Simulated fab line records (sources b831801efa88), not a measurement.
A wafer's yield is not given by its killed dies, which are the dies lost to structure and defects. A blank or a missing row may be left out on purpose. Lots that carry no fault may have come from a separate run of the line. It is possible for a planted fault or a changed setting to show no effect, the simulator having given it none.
Comparing a struck lot with a sound one | flow sky130 | 17 steps out of a route of 708
Sound: the wafers L562.2, L562.5, L562.6. Struck: wafers L569.1, L569.3, L569.6. Last of all comes the cause.
For every step that has rows: the tool of each side, followed by ch and its chambers, followed by its first start. Under that, the readings that differ: sound wafers | struck wafers | difference of the means | sigmas: that difference in standard deviations of wafers without a fault.
alike: words and numbers the same on both sides, and readings whose means are apart by under 2 such deviations; not compared: readings that were withheld, readings missing a value for some wafer, numbers with overlapping values and no deviation given by the record, and bounds like >300 which may hide the same value.
A row with sigmas, a row that says differs or no value, or rows on one side alone: a step with any of these is where the two part. Non-overlapping numbers with no deviation appear without sigmas and do not part them. A reading missing from all wafers of one side parts the sides only when that side holds two or more wafers.

SKY_VT_ADJUST_HVTP_OVL_MEAS_08:
  struck on overlay-01, day 9 06:27; sound on overlay-02, day 7 21:42
  reading                 | sound          | struck       | difference | sigmas
  VT_ADJUST_HVTP_OVL (nm) | -3.3 -2.8 -2.1 | -1.0 0.2 0.8 | +2.7       | +2
following that, these wafers have no rows for 1 step: SKY_VT_ADJUST_HVTP_IMPLANT_09.
SKY_VT_ADJUST_HVTP_STRIP_10: strips in O2/N2.
  sound on plasma-asher-02 ch 0,1, day 7 21:53; struck on plasma-asher-02 ch 0, day 9 06:38
  alike: drypump-motor-current-A, oes-product-au, strip-time-to-endpoint-s
  not compared: rf-hours-counter-h
SKY_VT_ADJUST_HVTP_TW_MEAS_11:
  struck on film-metro-03, day 9 06:44; sound on film-metro-01, day 7 21:59
  alike: VT_ADJUST_HVTP_TW
then, 7 steps without rows for these wafers: SKY_VT_ADJUST_LVTN_DEHYDRATE_00 (time 60 s); SKY_VT_ADJUST_LVTN_HMDS_01 (prime time 60 s); SKY_VT_ADJUST_LVTN_COAT_02 (resist thk 3000 nm); SKY_VT_ADJUST_LVTN_SOFTBAKE_03; SKY_VT_ADJUST_LVTN_EXPOSE_04 (exposes mask NWM COMPLEMENT LESS NATIVE, target cd 840 nm); SKY_VT_ADJUST_LVTN_PEB_05; SKY_VT_ADJUST_LVTN_DEVELOP_06 (develop time 60 s).
SKY_VT_ADJUST_LVTN_OVL_MEAS_07:
  struck on overlay-01, day 10 03:46; sound on overlay-01, day 8 18:02
  alike: VT_ADJUST_LVTN_OVL
SKY_VT_ADJUST_LVTN_IMPLANT_08:
  sound on implanter-04 ch 0, day 8 18:05; struck on implanter-01 ch 0, day 10 03:49
  reading            | sound                            | struck                        | difference | sigmas
  dose-ions-cm2      | 1.5702e+12 1.5695e+12 1.5714e+12 | 1.526e+11 1.556e+11 1.538e+11 | -1.416e+12 | -99 or more
  faraday-current-uA | 8.74 8.73 8.65                   | 0.91 0.90 0.90                | -7.80      | -43
SKY_VT_ADJUST_LVTN_STRIP_09: strips in O2/N2.
  sound on plasma-asher-01 ch 0,1, day 8 18:13; struck on plasma-asher-01 ch 0, day 10 03:58
  alike: drypump-motor-current-A, oes-product-au, strip-time-to-endpoint-s
  not compared: rf-hours-counter-h
SKY_VT_ADJUST_LVTN_TW_MEAS_10:
  struck on film-metro-03, day 10 04:04; sound on film-metro-04, day 8 18:19
  reading           | sound             | struck            | difference | sigmas
  VT_ADJUST_LVTN_TW | 243.0 243.9 242.7 | 127.1 125.5 128.5 | -116.2     | -68
then, 1 step without rows for these wafers: SKY_VT_ADJUST_LVTN_DEHYDRATE_11 (time 60 s).
-- here the record skips 38 days between the struck wafers' starts before and after, leaving off in module VT_ADJUST_LVTN and picking up in module PAD_OPEN (first step shown: number 708 of the route) --
SKY_PAD_OPEN_PROBE_99:
  struck on prober-01, day 48 14:17; sound on prober-02, day 47 11:56
  reading                                      | sound                | struck               | difference | sigmas
  model.etest.nfet_01v8_lvt.drive-ua-um        | 559.9 571.6 582.8    | 609.5 598.6 613.8    | +35.9      |
  model.etest.nfet_01v8.drive-ua-um            | 492.7 503.4 509.8    | 530.8 516 526.4      | +22.4      |
  model.etest.nfet_01v8_turned.drive-ua-um     | 488.2 501.8 516.5    | 526.9 517.8 522.8    | +20.3      |
  model.etest.nfet_01v8_swapped.drive-ua-um    | 491.3 502.1 512.9    | 528.4 519.6 523.5    | +21.7      |
  model.etest.sram-nfet-pass.off-log10-a-um    | -12.46 -12.92 -12.58 | -12.17 -12.33 -12.19 | +0.42      |
  model.etest.nfet_01v8_swapped.off-log10-a-um | -13.38 -13.39 -13.31 | -13.02 -13.06 -13    | +0.33      |
  model.etest.nfet_01v8_turned.off-log10-a-um  | -13.32 -13.45 -13.28 | -13 -12.99 -12.96    | +0         |
  model.etest.nfet_01v8.off-log10-a-um         | -13.35 -13.37 -13.34 | -12.96 -12.97 -12.93 | +0.40      |
  alike: killed_at_M0_to_M3, killed_at_M4_up, killed-at-contacts, killed-at-front-end, killed-at-other, killed-dies, killed-open, killed-short

## WHERE THEY PART
Earliest at SKY_VT_ADJUST_HVTP_OVL_MEAS_08; latest, in this record, at SKY_VT_ADJUST_LVTN_TW_MEAS_10. Later steps at which nothing parts them and some readings are alike: SKY_PAD_OPEN_PROBE_99.

WHY: what the simulator had put in
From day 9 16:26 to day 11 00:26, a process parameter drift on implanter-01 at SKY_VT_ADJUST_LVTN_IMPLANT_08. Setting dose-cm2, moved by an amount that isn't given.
